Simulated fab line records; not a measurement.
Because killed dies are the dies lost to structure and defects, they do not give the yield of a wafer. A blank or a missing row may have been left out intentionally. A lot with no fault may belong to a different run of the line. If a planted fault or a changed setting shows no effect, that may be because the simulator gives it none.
Chamber matching | flow sky130 | SKY_POLY_CUT_ETCH_10 on rie_diel-01: 4 sister chambers
The step etches BARC in N2/H2, stops on SiO2, time 45.9 s, target depth 60 nm. 4 wafers are shown with their chamber, then 7 later ones without.

WAFERS, EACH WITH ITS CHAMBER
wafer  | chamber | drypump_motor_current_A (A)
L427.6 | 3       | 5.4
L432.5 | 2       | 6.5
L435.1 | 0       | 5.9
L435.3 | 1       | 6.7

WAFERS MISSING THEIR CHAMBER
wafer  | drypump_motor_current_A (A)
L435.6 | 5.5
L444.1 | 6.0
L444.4 | 6.5
L444.6 | 5.4
L446.2 | 6.4
L446.4 | 5.9
L446.5 | 6.7

WHICH CHAMBER EACH ONE RAN IN
wafer  | from the rows above | in truth
L435.6 | 3                   | 3
L444.1 | 0                   | 0
L444.4 | 2                   | 2
L444.6 | 3                   | 3
L446.2 | 2                   | 2
L446.4 | 0                   | 0
L446.5 | 1                   | 1
Placed correctly: 7 of 7. From these rows, 0 cannot be placed. Wrongly placed: 0.
How it was worked out, from the rows above alone: a wafer's distance from a chamber is the root of the sum, over the readings, of the square of ((its reading less the chamber's mean) divided by the reading's scatter). The wafer belongs to the nearest chamber; if the next one is less than 2 further off, it can't be placed. A chamber's mean is the mean of its shown wafers. The scatter: root of mean squared gap, hidden wafer to nearest shown wafer, with one shown wafer a chamber.
